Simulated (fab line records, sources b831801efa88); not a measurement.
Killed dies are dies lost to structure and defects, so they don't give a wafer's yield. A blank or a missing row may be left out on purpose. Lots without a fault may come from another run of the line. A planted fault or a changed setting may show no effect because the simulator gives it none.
Which tool did it? | flow sky130 | 12 lots, 36 wafers sampled, at 2 steps of a route of 708

WHAT THE GAUGES READ, wafer by wafer
SKY_NWELL_THK_MEAS_02.
lot  | measured    | on            | NWELL_OXIDATION_THK (nm)
L075 | day 2 17:43 | film_metro-03 | 10.01 9.84 9.82
L077 | day 3 05:04 | film_metro-03 | 9.86 9.71 9.76
L079 | day 3 16:26 | film_metro-03 | 10.06 10.10 10.09
L081 | day 4 02:44 | film_metro-03 | 10.04 10.00 9.92
L083 | day 4 21:37 | film_metro-02 | 9.99 9.88 9.86
L085 | day 4 21:37 | film_metro-01 | 10.27 10.16 10.11
L087 | day 5 11:23 | film_metro-02 | 10.11 10.11 10.04
L089 | day 5 18:35 | film_metro-02 | 9.58 9.64 9.69
L091 | day 6 10:25 | film_metro-02 | 10.24 10.03 10.16
L093 | day 6 15:55 | film_metro-01 | 9.67 9.83 9.93
L095 | day 7 02:54 | film_metro-01 | 10.11 9.85 10.11
L097 | day 7 14:47 | film_metro-01 | 9.91 9.73 9.87

WHICH TOOL RAN EACH LOT (tool, then ch and the chambers of the sampled wafers, then the start)
lot  | SKY_FIELD_ISO_ETCH_14
L075 | rie_diel-01 ch 2,3, day 2 10:25
L077 | rie_diel-04 ch 0,1, day 2 20:21
L079 | rie_diel-04 ch 1,2, day 3 09:13
L081 | rie_diel-03 ch 0,1,3, day 3 18:44
L083 | rie_diel-01 ch 0,2,3, day 4 03:37
L085 | rie_diel-03 ch 0,1,3, day 4 12:49
L087 | rie_diel-01 ch 1,3, day 5 02:58
L089 | rie_diel-04 ch 0,1,3, day 5 12:04
L091 | rie_diel-04 ch 0,1,2, day 6 00:25
L093 | rie_diel-04 ch 0,2, day 6 07:53
L095 | rie_diel-03 ch 0,2,3, day 6 17:26
L097 | rie_diel-03 ch 2,3, day 7 06:34
- SKY_FIELD_ISO_ETCH_14: etches BARC in N2/H2, stops on SiO2, time 45.9 s, target depth 60 nm.

THE ANSWER, worked out from the rows above alone
Rule: what is usual is taken from the lots themselves. Put in order of their means at a reading, lots are off if they are a third of the lots or fewer, leave a main group of 4 or more, and stand apart from it by a gap of 3 or more times the standard deviation of the main group's means; of several such gaps the widest counts. A main group whose means are all the same, to the digits that the tables above print for the reading, isn't used. A lot without any number at a reading at which 4 lots or more have one is off too. The other lots that the step has rows for count as sound.
No lot is off at any reading shown: from this, nothing can be told.

WHAT THE SIMULATOR HAD PUT IN
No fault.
